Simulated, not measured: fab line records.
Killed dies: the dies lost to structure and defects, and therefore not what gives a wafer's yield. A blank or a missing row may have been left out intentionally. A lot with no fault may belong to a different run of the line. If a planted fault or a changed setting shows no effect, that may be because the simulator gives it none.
fab line records ; flow sfq-line
record lots=6; wafers=18; last-day=97
route steps=325 shown JJ@197 M5@198 A5B@209
lots that met no fault: from a run of the same line without faults
start-h: the number of hours between the record's first day and the start of the first shown wafer of the lot ; wait-h: hours since the lot's step before ; " same as the row above ; L1.1+2: a row that stands for several wafers ; - no value, or no start given ; * or withheld: withheld ; < > ~ a bound
route shown NAME@n: a module of which the file shows steps, and the number in the route of the first ; usual: the fault-free wafers' mean and standard deviation ; same: alike in all rows ; chamber/n: place in a boat ; sites: per-site readings ; _std_site: their standard deviation ; _edge_site: the outer-site mean with the inner-site mean subtracted ; radius-mm: how far each site lies from the wafer's centre ; mask NAME#n: copy n ; behind: the last tool/chamber to shape the wafer ; hold: reason for holding the lot/hours on hold/outcome of the hold ; device: whichever transistor did not switch (one of n, p or np) ; end of line: the same wafers' tests at the end of the route ; a step without rows: its recipe alone ; killed: at the first sort, the dies lost to defects and structure; wafer yield is something else ; map: a wafer's dies, marking killed ones x, the rest . and places with no die _
set.NAME: the setting the step ran with; set.NAME@STEP: the setting that earlier step ran with ; model.NAME: the simulator's own value behind a step, which no gauge read
certain route steps with their lots: each step a table, each wafer a row
services: when a tool's chamber went out of use (start-h, in hours from the record's first day, below 0 if earlier), for how many hours, and the reason
## steps
# step SFQ_TRILAYER_JJ_CE_STRIP_SOLV_CLEAN_121
# recipe chemistry=NMP; temp-c=70; time-s=600
# step SFQ_TRILAYER_M5_LITHO_COAT_128
# recipe resist=BARC; spin-rpm=3000; resist-thk-nm=62
# step SFQ_TRILAYER_M5_LITHO_COAT_123
# recipe resist=KrF; spin-rpm=3000; resist-thk-nm=600
# step SFQ_TRILAYER_M5_LITHO_SOFTBAKE_127
# recipe temp-c=withheld; time-s=withheld; resist=KrF
# step SFQ_TRILAYER_M5_LITHO_EXPOSE_124
# recipe mask-id=M5; na=0.6; source-shape=conventional; sigma-outer=0.65; target-cd-nm=700; dose-mj=14.4
# step SFQ_TRILAYER_M5_LITHO_PEB_126
# recipe peb-temp-c=115; peb-time-s=60; resist=KrF
# step SFQ_TRILAYER_M5_LITHO_DEVELOP_125
# recipe time-s=60; resist=KrF
# step SFQ_M5_OVL_MEAS_932
# usual M5_OVL=1/5.7
lot.wafer;tool;chamber;start-h;wait-h;M5_OVL[nm]
L699.2;overlay-02;-;1693.32;0.1;4
L699.3;overlay-02;-;1693.32;0.1;-1
L699.6;overlay-02;-;1693.32;0.1;6
L704.1;overlay-02;-;1754.64;0.1;-2
L704.2;overlay-02;-;1754.64;0.1;0
L704.4;overlay-02;-;1754.64;0.1;7
L709.1;overlay-01;-;1816.77;0.1;-2
L709.5;overlay-01;-;1816.77;0.1;-1
L709.6;overlay-01;-;1816.77;0.1;0
L711.1;overlay-01;-;1820.37;0.1;8
L711.2;overlay-01;-;1820.37;0.1;4
L711.6;overlay-01;-;1820.37;0.1;3
L712.2;overlay-02;-;1825.17;0.1;7
L712.5;overlay-02;-;1825.17;0.1;10
L712.6;overlay-02;-;1825.17;0.1;8
L716.2;overlay-02;-;1833.57;0.1;2
L716.3;overlay-02;-;1833.57;0.1;-1
L716.4;overlay-02;-;1833.57;0.1;-5
# step SFQ_TRILAYER_M5_BARC_OPEN_METAL_ETCH_161
# recipe mask-material=PR; chemistry=O2; target-depth-nm=125; target=BARC; icp-w=600; bias-w=80; pressure-mtorr=10; time-s=41.7
# usual drypump-motor-current-A=5.7/0.46; oes-product-au=0.685/0.0043
# same time-s=41.7
lot.wafer;tool;chamber;start-h;wait-h;drypump-motor-current-A;oes-product-au;rf-hours-counter-h
L699.2;rie-metal-01;1;1693.35;0.0;5.4;0.681;57
L699.3;rie-metal-01;1;1693.35;0.0;5.4;0.680;-
L699.6;rie-metal-01;0;1693.35;0.0;5.9;0.686;-
L704.1;rie-metal-01;0;1754.68;0.0;5.9;0.688;91
L704.2;rie-metal-01;1;1754.68;0.0;5.3;0.679;67
L704.4;rie-metal-01;1;1754.68;0.0;5.4;0.686;-
L709.1;rie-metal-02;1;1816.80;0.0;6.3;0.683;80
L709.5;rie-metal-02;1;1816.80;0.0;6.3;0.677;-
L709.6;rie-metal-02;0;1816.80;0.0;6.1;0.683;-
L711.1;rie-metal-03;0;1820.40;0.0;5.5;0.685;30
L711.2;rie-metal-03;1;1820.40;0.0;4.8;0.680;91
L711.6;rie-metal-03;1;1820.40;0.0;4.8;0.683;-
L712.2;rie-metal-01;1;1825.20;0.0;5.3;0.683;78
L712.5;rie-metal-01;1;1825.20;0.0;5.4;0.691;-
L712.6;rie-metal-01;0;1825.20;0.0;5.9;0.687;-
L716.2;rie-metal-03;1;1833.60;0.0;4.9;0.686;93
L716.3;rie-metal-03;1;1833.60;0.0;4.8;0.679;-
L716.4;rie-metal-03;0;1833.60;0.0;5.5;0.688;-
# step SFQ_TRILAYER_M5_ETCH_METAL_ETCH_126
# recipe target=Nb; stop-on=SiO2; mask-material=PR; over-etch-frac=0.15; time-s=203.2; chemistry=Cl2/BCl3; target-depth-nm=265; icp-w=600; bias-w=80; pressure-mtorr=10
# usual drypump-motor-current-A=5.7/0.46; oes-product-au=0.729/0.0055
# same time-s=203.2
lot.wafer;tool;chamber;start-h;wait-h;drypump-motor-current-A;oes-product-au;rf-hours-counter-h
L699.2;rie-metal-01;1;1693.41;0.0;5.3;0.724;57
L699.3;rie-metal-01;1;1693.41;0.0;5.3;0.719;-
L699.6;rie-metal-01;0;1693.41;0.0;5.9;0.719;-
L704.1;rie-metal-01;0;1754.74;0.0;5.9;0.718;91
L704.2;rie-metal-01;1;1754.74;0.0;5.4;0.727;67
L704.4;rie-metal-01;1;1754.74;0.0;5.4;0.733;-
L709.1;rie-metal-02;1;1816.86;0.0;6.3;0.731;80
L709.5;rie-metal-02;1;1816.86;0.0;6.3;0.717;-
L709.6;rie-metal-02;0;1816.86;0.0;6.0;0.732;-
L711.1;rie-metal-03;0;1820.46;0.0;5.5;0.729;30
L711.2;rie-metal-03;1;1820.46;0.0;4.8;0.727;91
L711.6;rie-metal-03;1;1820.46;0.0;4.8;0.733;-
L712.2;rie-metal-01;1;1825.26;0.0;5.4;0.732;78
L712.5;rie-metal-01;1;1825.26;0.0;5.4;0.727;-
L712.6;rie-metal-01;0;1825.26;0.0;5.9;0.737;-
L716.2;rie-metal-03;1;1833.66;0.0;4.8;0.733;93
L716.3;rie-metal-03;1;1833.66;0.0;4.8;0.728;-
L716.4;rie-metal-03;0;1833.66;0.0;5.5;0.729;-
# step SFQ_TRILAYER_M5_STRIP_STRIP_127
# recipe gas=O2; power-w=200; platen-temp-c=40; overash-fraction=0.65; chemistry=O2; pressure-mtorr=50
# usual drypump-motor-current-A=5.7/0.46; oes-product-au=0.999/0.0073; platen-temp-c=40.02/0.14
lot.wafer;tool;chamber;start-h;wait-h;drypump-motor-current-A;oes-product-au;platen-temp-c;rf-hours-counter-h
L699.2;rie-metal-01;1;1693.60;0.1;5.4;1.007;39.92;57
L699.3;rie-metal-01;1;1693.60;0.1;5.4;1.001;40.01;-
L699.6;rie-metal-01;0;1693.60;0.1;5.9;0.996;39.88;-
L704.1;rie-metal-01;0;1754.93;0.1;5.8;0.996;39.98;92
L704.2;rie-metal-01;1;1754.93;0.1;5.4;0.983;39.99;67
L704.4;rie-metal-01;1;1754.93;0.1;5.3;0.982;40.13;-
L709.1;rie-metal-02;1;1817.06;0.1;6.3;0.997;39.92;80
L709.5;rie-metal-02;1;1817.06;0.1;6.2;1.009;39.92;-
L709.6;rie-metal-02;0;1817.06;0.1;6.0;0.995;39.98;-
L711.1;rie-metal-03;0;1820.66;0.1;5.5;0.994;40.02;30
L711.2;rie-metal-03;1;1820.66;0.1;4.8;0.994;39.95;91
L711.6;rie-metal-03;1;1820.66;0.1;4.8;0.998;39.76;-
L712.2;rie-metal-01;1;1825.46;0.1;5.3;0.993;39.79;78
L712.5;rie-metal-01;1;1825.46;0.1;5.4;0.991;39.89;-
L712.6;rie-metal-01;0;1825.46;0.1;5.9;0.996;39.80;-
L716.2;rie-metal-03;1;1833.86;0.1;4.8;0.989;40.10;93
L716.3;rie-metal-03;1;1833.86;0.1;4.8;0.992;40.30;-
L716.4;rie-metal-03;0;1833.86;0.1;5.6;0.990;40.17;-
# step SFQ_TRILAYER_M5_STRIP_SOLV_CLEAN_128
# recipe chemistry=NMP; temp-c=70; time-s=600
# step SFQ_TRILAYER_A5B_DEP_PECVD_129
# recipe material=SiO2; temp-c=150; time-s=133.33; pressure-torr=2.4; rf-w=179.7; precursor=SiH4/N2O; target-thk-nm=600
# usual heater-power-w=79/12; run-length-s=161.3/0.5; throttle-valve-pct=24.4/1.6
lot.wafer;tool;chamber;start-h;wait-h;heater-power-w;run-length-s;throttle-valve-pct;model.SiO2_of_TRILAYER_A5B_DEP_PECVD_129.thk-nm
L699.2;pecvd-02;2;1694.38;0.0;83;161.1;22.6;586.7
L699.3;pecvd-02;0;1694.38;0.0;85;160.8;23.8;586.7
L699.6;pecvd-02;1;1694.38;0.0;77;161.5;24.7;608.5
L704.1;pecvd-03;0;1755.70;0.0;76;161.4;22.7;603.3
L704.2;pecvd-03;2;1755.70;0.0;64;161.2;28.0;589.1
L704.4;pecvd-03;0;1755.70;0.0;83;162.3;22.9;609.1
L709.1;pecvd-02;1;1817.83;0.0;78;160.6;24.9;597.7
L709.5;pecvd-02;2;1817.83;0.0;82;187.8;22.8;719.9
L709.6;pecvd-02;0;1817.83;0.0;92;160.7;24.1;600.5
L711.1;pecvd-03;1;1821.43;0.0;78;161.4;24.9;588.7
L711.2;pecvd-03;0;1821.43;0.0;72;161.7;22.8;595.5
L711.6;pecvd-03;2;1821.43;0.0;66;161.8;28.3;588.7
L712.2;pecvd-02;1;1826.23;0.0;77;160.5;24.9;579.5
L712.5;pecvd-02;0;1826.23;0.0;82;161.4;24.0;584.7
L712.6;pecvd-02;2;1826.23;0.0;81;188.3;22.6;707.1
L716.2;pecvd-03;1;1834.63;0.0;68;161.7;25.0;590.5
L716.3;pecvd-03;2;1834.63;0.0;64;160.9;28.2;583.7
L716.4;pecvd-03;1;1834.63;0.0;70;161.4;25.1;597.5
# step SFQ_TRILAYER_A5B_CMP_CMP_130
# recipe stop-on=Nb; down-force-psi=3; platen-rpm=60; target-thk-nm=340.7
# usual motor-current-A=10.5/1.2; platen-rpm=60.00/0.04
lot.wafer;tool;chamber;start-h;wait-h;motor-current-A;platen-rpm
L699.3;cmp-02;2;1702.19;7.8;10.4;59.99
L699.2;cmp-02;3;1702.19;7.8;13.1;59.94
L699.6;cmp-02;3;1704.69;10.2;12.8;59.94
L704.1;cmp-01;3;1759.91;4.2;9.5;59.94
L704.2;cmp-01;1;1760.91;5.2;10.8;60.01
L704.4;cmp-01;2;1760.91;5.2;12.6;59.97
L709.1;cmp-01;3;1820.02;2.1;9.3;60.03
L709.6;cmp-01;0;1820.02;2.1;10.0;60.05
L709.5;cmp-01;1;1820.02;2.1;10.3;60.02
L711.2;cmp-01;1;1822.02;0.5;10.5;59.95
L711.1;cmp-01;2;1822.02;0.5;11.5;59.96
L711.6;cmp-01;0;1823.52;2.0;10.1;59.99
L712.2;cmp-02;3;1826.32;0.0;12.7;60.06
L712.5;cmp-02;3;1828.32;2.0;12.3;60.03
L712.6;cmp-02;0;1828.32;2.0;8.6;59.95
L716.4;cmp-02;0;1835.22;0.5;8.8;60.05
L716.3;cmp-02;1;1835.22;0.5;10.8;60.06
L716.2;cmp-02;2;1835.22;0.5;9.9;59.96
## services
tool;chamber;start-h;hours;kind
pecvd-02;-;1672.26;5.8;repair
rie-metal-03;-;1681.41;1.4;pm
cmp-02;-;1696.84;2.1;repair
rie-metal-03;-;1699.67;4.3;pm
rie-metal-02;-;1703.21;0.8;repair
rie-metal-03;-;1707.24;0.4;repair
pecvd-03;0;1710.02;20.8;repair
rie-metal-02;1;1724.47;6.1;repair
cmp-02;-;1738.86;0.2;repair
cmp-01;-;1752.64;0.6;repair
cmp-01;-;1762.91;5.1;pm
cmp-01;-;1770.02;7.9;repair
cmp-02;-;1773.47;4.0;pm
rie-metal-03;-;1775.99;0.4;repair
cmp-02;-;1777.47;-;consumable-replace:conditioner
cmp-02;-;1777.47;-;consumable-replace:pad
pecvd-03;-;1784.94;1.2;repair
pecvd-03;-;1791.44;2.8;pm
cmp-01;-;1795.46;0.6;repair
cmp-01;-;1801.36;0.6;repair
pecvd-03;-;1807.17;0.8;repair
## key
first-sign step=SFQ_TRILAYER_A5B_DEP_PECVD_129; reading=run-length-s; direction=up; sigmas=53; usual=*; struck=*
effect none on later readings
model-effect step=SFQ_TRILAYER_A5B_DEP_PECVD_129; value=SiO2_of_TRILAYER_A5B_DEP_PECVD_129.thk-nm; without=592.4; struck=713.5
met-at SFQ_TRILAYER_A5B_DEP_PECVD_129
struck-wafers L709.5,L712.6
onset-between 1694.38 1817.83
fault kind=process-parameter-drift; tool=pecvd-02; chamber=2; onset-h=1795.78; steps=SFQ_TRILAYER_A5B_DEP_PECVD_129; channel=time-s; offset=*; shape=step; end-h=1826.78; acts-in=*; stated=*
